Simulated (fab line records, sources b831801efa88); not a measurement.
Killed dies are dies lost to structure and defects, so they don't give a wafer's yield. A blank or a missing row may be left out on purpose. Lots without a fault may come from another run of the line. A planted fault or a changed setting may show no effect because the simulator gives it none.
A struck lot beside a sound one | flow sky130 | 15 steps out of a route of 708
Sound: wafers L504.1, L504.3, L504.5. Struck: wafer L513.4. (L513.2, L513.3 of the same lot were not struck and are left out.) The cause comes at the end.
At each step with rows: each side's tool, then ch and its chambers, then its first start. Under that, the readings that differ: sound wafers | struck wafers | difference of the means | sigmas: that difference in standard deviations of wafers without a fault.
alike: readings whose means differ by less than 2 such deviations, and words and numbers that are the same on both sides. not compared: withheld readings, readings that some wafer has no value for, bounds like >300 that may hide the same value, and numbers for which the record gives no deviation and whose values overlap.
The two part at a step that has a row with sigmas, a row that says differs or no value, or rows on one side only. Numbers that don't overlap but have no deviation are shown without sigmas and don't part them. A reading that every wafer of one side lacks parts them only if that side has two wafers or more.

first, 7 steps without rows for these wafers: SKY_METAL4_HMDS_06 (prime time 60 s); SKY_METAL4_COAT_07 (resist thk 60 nm); SKY_METAL4_COAT_08 (resist thk 1140 nm); SKY_METAL4_SOFTBAKE_09 (time 90 s); SKY_METAL4_EXPOSE_10 (exposes mask MM4, target cd 300 nm); SKY_METAL4_PEB_11; SKY_METAL4_DEVELOP_12 (develop time 60 s).
SKY_METAL4_CD_MEAS_13: target cd 300 nm.
  sound on cd_sem-02, day 42 03:36; struck on cd_sem-01, day 44 20:22
  alike: cd_nm
SKY_METAL4_OVL_MEAS_14:
  sound on overlay-01, day 42 03:43; struck on overlay-02, day 44 20:28
  alike: METAL4_OVL
SKY_METAL4_DESCUM_15: chemistry O2, time 8 s.
  sound on rie_metal-01 ch 1, day 42 03:45; struck on rie_metal-04 ch 0, day 44 20:30
  reading                     | sound             | struck | difference | sigmas
  drypump_motor_current_A (A) | 6.6 6.6 6.7       | 5.1    | -1.5       | -3
  oes_product_au (a.u.)       | 0.989 0.985 0.992 | 1.025  | +0.036     | +3
  not compared: rf_hours_counter_h
SKY_METAL4_ETCH_16: etches BARC in N2/H2, stops on SiO2, time 88.2 s, target depth 60 nm.
  sound on rie_metal-01 ch 1, day 42 03:47; struck on rie_metal-04 ch 0, day 44 20:32
  reading                     | sound       | struck | difference | sigmas
  drypump_motor_current_A (A) | 6.6 6.6 6.6 | 5.1    | -1.5       | -3
  alike: oes_product_au, run_length_s, throttle_valve_pct
  not compared: rf_hours_counter_h
SKY_METAL4_ETCH_17: etches SiO2 in C4F8/O2/Ar, stops on TiN, time 3.9 s, target depth 15 nm.
  sound on rie_diel-01 ch 1,2,3, day 42 03:53; struck on rie_diel-01 ch 0, day 44 20:38
  alike: oes_product_au
  not compared: rf_hours_counter_h
SKY_METAL4_METAL_ETCH_18: etches the open film in Cl2/BCl3, stops on SiO2, target depth 845 nm, time 183.1 s.
  sound on rie_metal-02 ch 1, day 42 03:54; struck on rie_metal-01 ch 1, day 44 20:39
  reading                                       | sound             | struck | difference | sigmas
  oes_product_au (a.u.)                         | 0.872 0.867 0.865 | 0.916  | +0.048     | +7
  run_length_s (s)                              | 212.2 212.4 211.8 | 203.1  | -9.0       | -22
  model.KrF-thick_of_METAL4_COAT_08.thk_nm (nm) | 508.7 506.2 506.8 | 534.2  | +27.0      |
  alike: drypump_motor_current_A, throttle_valve_pct
  not compared: rf_hours_counter_h
SKY_METAL4_STRIP_19: strips in O2/N2.
  sound on plasma_asher-02 ch 0,1, day 42 04:05; struck on plasma_asher-02 ch 0, day 44 20:50
  reading                      | sound          | struck | difference | sigmas
  strip_time_to_endpoint_s (s) | 6.34 6.33 6.33 | 6.60   | +0.27      | +3
  alike: drypump_motor_current_A, oes_product_au
  not compared: rf_hours_counter_h
then, 1 step without rows for these wafers: SKY_METAL4_STRIP_20 (strips in post etch residue remover, time 1200 s).

WHERE THEY PART
First at SKY_METAL4_DESCUM_15; last, within this record, at SKY_METAL4_STRIP_19.

WHY: what the simulator had put in
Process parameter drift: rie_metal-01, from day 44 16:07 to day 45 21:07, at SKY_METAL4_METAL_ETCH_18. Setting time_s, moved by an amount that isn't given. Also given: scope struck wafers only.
